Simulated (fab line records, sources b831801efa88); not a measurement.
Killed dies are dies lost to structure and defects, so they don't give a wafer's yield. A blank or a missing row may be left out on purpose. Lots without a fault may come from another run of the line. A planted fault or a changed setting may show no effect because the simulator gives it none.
One fault seen from 2 desks | flow gf180mcu | each desk has only its own numbers; what lay behind them comes last

THE TOOL OWNER'S DESK: rie_si-01
The tool's own readings at GF_POLY_GATE_ETCH_13 (etches poly-Si in HBr/Cl2, stops on SiO2, target depth 198.5 nm, time 69.6 s): means of the sampled wafers that have a number, for each lot that ran on this tool. A lot is out of limits, marked OUT, if its mean lies more than 4 standard deviations from the usual mean; the brackets give that distance.
Columns: A = drypump_motor_current_A at GF_POLY_GATE_ETCH_13, usual 5.8 A; B = oes_product_au at GF_POLY_GATE_ETCH_13, usual 0.989 a.u.; C = run_length_s at GF_POLY_GATE_ETCH_13, usual 97.7 s; D = throttle_valve_pct at GF_POLY_GATE_ETCH_13, usual 33.684 %
lot  | first seen here | A   | B     | C              | D
L696 | day 9 03:56     | 5.6 | 0.988 | 97.6           | 33.679
L699 | day 10 00:06    | 5.9 | 0.987 | 97.9           | 33.684
L700 | day 10 07:32    | 5.3 | 0.984 | 97.7           | 33.678
L706 | day 12 02:59    | 6.2 | 0.981 | 97.9           | 33.681
L710 | day 13 06:59    | 5.8 | 0.993 | 92.0 (-14) OUT | 33.685
This desk's finding: out of limits on L710; first on L710, day 13 06:59 (run_length_s at GF_POLY_GATE_ETCH_13). In limits: L696, L699, L700, L706.

THE METROLOGY DESK
What the gauges read, lot by lot, whatever tool the lot ran on: means of the sampled wafers that have a number. A lot is out of limits, marked OUT, if its mean lies more than 4 standard deviations from the usual mean; the brackets give that distance.
Columns: A = SALICIDE_TIN_RS at GF_SALICIDE_RS_MEAS_04, usual 16.3 ohm/sq
lot  | first seen here | A
L696 | day 15 00:14    | 16.2
L697 | day 15 10:44    | 16.2
L698 | day 15 18:49    | 16.2
L699 | day 16 03:14    | 16.6
L700 | day 16 11:47    | 16.4
L702 | day 17 06:51    | 16.7
L703 | day 17 17:08    | 15.9
L705 | day 18 14:19    | 16.4
L706 | day 18 18:14    | 16.2
L707 | day 19 01:49    | 16.6
L710 | day 20 06:03    | 16.7
L717 | day 22 14:38    | 16.5
L719 | day 23 07:20    | 16.0
This desk's finding: nothing out of limits on any of the 13 lots.

PUT TOGETHER
The tool owner's desk could have raised an alarm at day 13 06:59, on L710.
The metrology desk saw nothing out of limits.
The metrology desk has L710 on record, within its limits.
Of the lots named, all ran GF_POLY_GATE_ETCH_13 on rie_si-01.

WHAT THE SIMULATOR HAD PUT IN
Process parameter drift: rie_si-01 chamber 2, from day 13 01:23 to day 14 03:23, at GF_POLY_GATE_ETCH_13. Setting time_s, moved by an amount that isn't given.
Lots struck among those shown: L710.
Hours from the fault's start to each desk's first reading out of limits: the tool owner's desk, 6.
